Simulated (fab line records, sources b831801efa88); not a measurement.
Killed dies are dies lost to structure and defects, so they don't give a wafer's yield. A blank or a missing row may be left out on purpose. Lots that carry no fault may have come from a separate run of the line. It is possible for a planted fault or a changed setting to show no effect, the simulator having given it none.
8D (eight disciplines) problem report, filled in by code / flow gf180mcu / the parts of the form that need people (team, actions taken, sign-off) are left out

== 1. THE PROBLEM ==
V3_W_RS at GF_V3_RS_MEAS_24 reads a mean of 0.251 ohm/sq on 1 wafer of 1 lot; wafers without a fault read 0.327 ohm/sq with a standard deviation of 0.0042. Relative to the usual mean, that is a shift of -18 standard deviations.
The step: measures by four-point-probe.
Seen first at day 24 15:36 on filmMetro-02, wafer L782.6. The record holds 35 wafers of 12 lots with a number at this step. Rule for "out", or "out of limits": more than 4 standard deviations from the usual mean. Any other wafer with a number is counted as sound.

== 2. WHAT THIS IS AND IS NOT ==
question=which readings at this step | is=V3_W_RS | is not=-
question=which lots | is=L782 | is not=L776, L777, L778, L788, L790, L791, L795, L796, L797, L798, L799
question=which wafers of those lots | is=L782.6 | is not=L782.5
question=read on which gauges | is=filmMetro-02 | is not=filmMetro-01, filmMetro-04
question=when | is=from day 24 15:36 | is not=up to then (10 sound wafers); but 24 sound wafers of L788, L790, L791, L795, L796, L797, L798, L799 came after

== 3. SUSPECTS, AND WHAT RULES EACH OUT ==
Counting: a tool at a process step up to the reading stays a suspect if it ran every lot that is out. Sound lots after the first of them don't rule it out here, since some wafers of a struck lot are sound.
- the gauge at GF_V3_RS_MEAS_24 is ruled out. All the wafers that are out were read on filmMetro-02, but those of them that GF_V3_CMP_26 has rows for are out there too, on other tools.
- cvdW-01 at GF_V3_CVD_23 (deposits W, target thk 350 nm, time 104.9 s): kept. It ran the lot that is out, L782 (day 24 15:29); its last sound lot up to then is L778 (day 23 05:55).
- At GF_V3_CVD_23 on cvdW-01, chamber 0 took the sound wafers of the same lots and chamber 1 took the wafers that are out.
The count leaves cvdW-01 at GF_V3_CVD_23.

== 4. THE CAUSE (what the simulator had put in) ==
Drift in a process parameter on cvdW-01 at GF_V3_CVD_23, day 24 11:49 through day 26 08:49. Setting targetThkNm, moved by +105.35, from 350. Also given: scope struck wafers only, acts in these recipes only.
The count eliminated every tool but this one.

== 5. THE CHAIN OF EFFECTS, in route order ==
Rows list readings where the struck wafers' mean (over those with a number) sits beyond 3 standard deviations from the usual. Only readings whose record carries a usual standard deviation are examined. hours: median over the lots of the time between each lot's start at the first step of this table that gives one and its start at this step. sigmas: the change, counted in usual standard deviations.
hours=0; step=GF_V3_RS_MEAS_24; reading=V3_W_RS; usual=0.327 ohm/sq; on struck wafers=0.251; change=-0.076; sigmas=-18
hours=0; step=GF_V3_THK_MEAS_25; reading=V3_W_THK; usual=353 nm; on struck wafers=459; change=+106; sigmas=+19
hours=0; step=GF_V3_CMP_26; reading=timeToEndpointS; usual=85 s; on struck wafers=106; change=+21; sigmas=+4.6
It contains these process steps:
- GF_V3_CMP_26: polishes, stops on SiO2, t overpolish 15 s, target thk 0 nm.

== 6. HOW IT WOULD HAVE BEEN CAUGHT EARLIER ==
The first out-of-limits reading at a measuring or inspecting step in this record came at day 24 15:36, 4 hours after the fault's start at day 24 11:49.
No tool reading at GF_V3_CVD_23 that has a usual standard deviation in the record was out on any struck wafer, so an alarm limit of 4 standard deviations on those readings would not have fired.
Lots out: 1; all had begun GF_V3_CVD_23 on cvdW-01 by day 24 15:36. Holding the tool at that point would not have protected any of them.
